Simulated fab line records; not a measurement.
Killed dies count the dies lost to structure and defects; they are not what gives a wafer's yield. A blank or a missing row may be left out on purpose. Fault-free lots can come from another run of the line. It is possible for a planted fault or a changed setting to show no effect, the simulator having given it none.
What tool caused it? | flow gf180mcu | 13 lots, 39 wafers sampled, at 5 steps of a route of 602

## WHAT THE GAUGES READ, wafer by wafer
GF_SAB_CD_MEAS_09: the cd target is 420 nm. Usual: cd-nm 420.2 nm, standard deviation 2.5.
lot  | measured     | on        | cd-nm (nm)        | flag
L616 | day 15 01:35 | cd-sem-02 | 420.2 421.2 420.1 |
L617 | day 15 06:46 | cd-sem-01 | 420.3 421.6 420.2 |
L618 | day 15 22:21 | cd-sem-02 | 418.7 418.6 417.9 |
L619 | day 16 05:10 | cd-sem-01 | 422.8 421.2 424.1 |
L620 | day 16 13:42 | cd-sem-01 | 423.4 421.6 423.6 |
L621 | day 16 18:07 | cd-sem-01 | 423.6 421.6 421.8 |
L623 | day 17 15:59 | cd-sem-02 | 421.2 419.5 418.8 |
L624 | day 18 01:22 | cd-sem-01 | 421.6 421.1 422.7 |
L627 | day 19 03:07 | cd-sem-01 | 416.5 417.7 415.2 |
L633 | day 21 06:43 | cd-sem-01 | 450.7 450.2 451.5 | OFF
L637 | day 22 11:34 | cd-sem-01 | 422.6 421.3 421.8 |
L638 | day 23 00:28 | cd-sem-01 | 420.5 421.7 420.1 |
L639 | day 23 07:56 | cd-sem-01 | 420.1 418.6 421.0 |

GF_SALICIDE_THK_MEAS_05: measures by xrf. Usual: for SALICIDE_TIN_THK the level is 20.19 nm and the standard deviation is 0.25.
lot  | measured     | on            | SALICIDE_TIN_THK (nm) | flag
L616 | day 15 02:14 | film-metro-04 | 19.94 19.84 20.13     |
L617 | day 15 07:26 | film-metro-04 | 20.45 20.43 20.31     |
L618 | day 15 23:01 | film-metro-03 | 20.08 20.66 20.33     |
L619 | day 16 05:50 | film-metro-01 | 20.06 20.45 20.07     |
L620 | day 16 14:22 | film-metro-01 | 19.76 19.82 19.90     |
L621 | day 16 18:47 | film-metro-04 | 20.62 20.35 20.17     |
L623 | day 17 16:38 | film-metro-03 | 20.02 20.65 20.58     |
L624 | day 18 02:02 | film-metro-01 | 20.01 20.18 19.95     |
L627 | day 19 03:48 | film-metro-04 | 19.86 20.10 19.99     |
L633 | day 21 07:26 | film-metro-01 | 20.10 20.24 20.33     |
L637 | day 22 12:17 | film-metro-04 | 20.00 20.14 20.22     |
L638 | day 23 01:08 | film-metro-04 | 20.10 19.89 20.17     |
L639 | day 23 08:37 | film-metro-04 | 20.45 20.23 20.05     |

GF_CONTACT_THK_MEAS_01. Usual: for CONTACT_CVD_00_THK the level is 305 nm and the standard deviation is 3.
lot  | measured     | on            | CONTACT_CVD_00_THK (nm) | flag
L616 | day 15 02:38 | film-metro-02 | 298 300 305             |
L617 | day 15 07:50 | film-metro-01 | 305 308 302             |
L618 | day 15 23:25 | film-metro-03 | 307 303 306             |
L619 | day 16 06:14 | film-metro-03 | 300 305 301             |
L620 | day 16 14:46 | film-metro-02 | 301 302 300             |
L621 | day 16 19:11 | film-metro-02 | 309 306 308             |
L623 | day 17 17:03 | film-metro-03 | 301 301 300             |
L624 | day 18 02:27 | film-metro-03 | 307 303 305             |
L627 | day 19 04:12 | film-metro-01 | 304 305 302             |
L633 | day 21 07:50 | film-metro-02 | 308 304 305             |
L637 | day 22 12:40 | film-metro-01 | 308 311 312             |
L638 | day 23 01:33 | film-metro-03 | 305 305 307             |
L639 | day 23 09:01 | film-metro-02 | 301 305 300             |

GF_CONTACT_CD_MEAS_14: the cd target is 220 nm. Usual: cd-nm 220.0 nm, standard deviation 1.3.
lot  | measured     | on        | cd-nm (nm)        | flag
L616 | day 16 01:07 | cd-sem-01 | 219.1 219.6 219.7 |
L617 | day 16 07:07 | cd-sem-01 | 218.2 219.4 220.5 |
L618 | day 16 22:12 | cd-sem-02 | 220.6 220.0 219.4 |
L619 | day 17 04:52 | cd-sem-02 | 219.5 219.3 219.7 |
L620 | day 17 14:02 | cd-sem-01 | 219.3 219.8 219.5 |
L621 | day 17 18:42 | cd-sem-01 | 220.4 219.5 218.5 |
L623 | day 18 17:40 | cd-sem-01 | 221.3 221.2 221.7 |
L624 | day 19 02:49 | cd-sem-01 | 221.3 222.2 221.0 |
L627 | day 20 04:51 | cd-sem-01 | 219.8 220.2 220.3 |
L633 | day 22 08:19 | cd-sem-01 | 221.0 220.4 221.2 |
L637 | day 23 12:28 | cd-sem-02 | 220.0 219.3 220.5 |
L638 | day 24 01:09 | cd-sem-02 | 218.6 219.3 218.9 |
L639 | day 24 08:07 | cd-sem-02 | 220.2 219.5 221.2 |

## EACH LOT AND THE TOOL THAT RAN IT (in order: tool; ch and the chambers of the sampled wafers; start)
lot  | GF_SAB_EXPOSE_06
L616 | iline-stepper-02 ch 0, day 14 15:14
L617 | iline-stepper-01 ch 0, day 14 21:02
L618 | iline-stepper-02 ch 0, day 15 11:36
L619 | iline-stepper-01 ch 0, day 15 18:23
L620 | iline-stepper-02 ch 0, day 16 02:26
L621 | iline-stepper-01 ch 0, day 16 07:14
L623 | iline-stepper-02 ch 0, day 17 04:19
L624 | iline-stepper-01 ch 0, day 17 13:44
L627 | iline-stepper-01 ch 0, day 18 15:20
L633 | iline-stepper-01 ch 0, day 20 20:34
L637 | iline-stepper-02 ch 0, day 22 01:03
L638 | iline-stepper-02 ch 0, day 22 12:10
L639 | iline-stepper-01 ch 0, day 22 20:32
- GF_SAB_EXPOSE_06: exposes mask SAB, target cd 420 nm.

## AS READ BY THE TOOLS THEMSELVES (means over the sampled wafers that have a number; for cases with no such wafer, the mark the record gives instead)
GF_SAB_EXPOSE_06. Usual: exposure-dose-mJ-cm2 140.16, standard deviation 0.12; stage-vel-mm-s 499.98 mm/s, standard deviation 0.24.
lot  | tool             | exposure-dose-mJ-cm2 | stage-vel-mm-s (mm/s) | flag
L616 | iline-stepper-02 | 140.08               | 500.16                |
L617 | iline-stepper-01 | 140.13               | 499.83                |
L618 | iline-stepper-02 | 140.20               | 499.97                |
L619 | iline-stepper-01 | 140.18               | 500.16                |
L620 | iline-stepper-02 | 140.14               | 500.00                |
L621 | iline-stepper-01 | 139.99               | 499.94                |
L623 | iline-stepper-02 | 140.21               | 500.31                |
L624 | iline-stepper-01 | 140.14               | 499.95                |
L627 | iline-stepper-01 | 140.03               | 499.98                |
L633 | iline-stepper-01 | 140.12               | 500.31                |
L637 | iline-stepper-02 | 140.17               | 500.10                |
L638 | iline-stepper-02 | 140.15               | 499.80                |
L639 | iline-stepper-01 | 140.04               | 500.18                |

## THE ANSWER, worked out from the rows above alone
Rule: take the mean of a lot's wafers that have a number; if it is more than 3 standard deviations from the usual mean, the lot is off. A lot without any number at a reading at which 4 lots or more have one is off too. Any other lot the step has rows for is counted as sound. The gauges are gone through in route order, then the tools' own readings, and for those a lot's mean is taken as printed above. At the first step where some lot is off, the reading lying furthest off is the one used; lots without a number count as furthest.
Off at GF_SAB_CD_MEAS_09 (cd-nm): L633.
A tool fits if, at a process step before that reading, it ran every lot that is off, and no sound lot after the first of them. The gauges at GF_SAB_CD_MEAS_09 are tried like those tools. None of those tried fits.

## WHAT THE SIMULATOR PUT IN
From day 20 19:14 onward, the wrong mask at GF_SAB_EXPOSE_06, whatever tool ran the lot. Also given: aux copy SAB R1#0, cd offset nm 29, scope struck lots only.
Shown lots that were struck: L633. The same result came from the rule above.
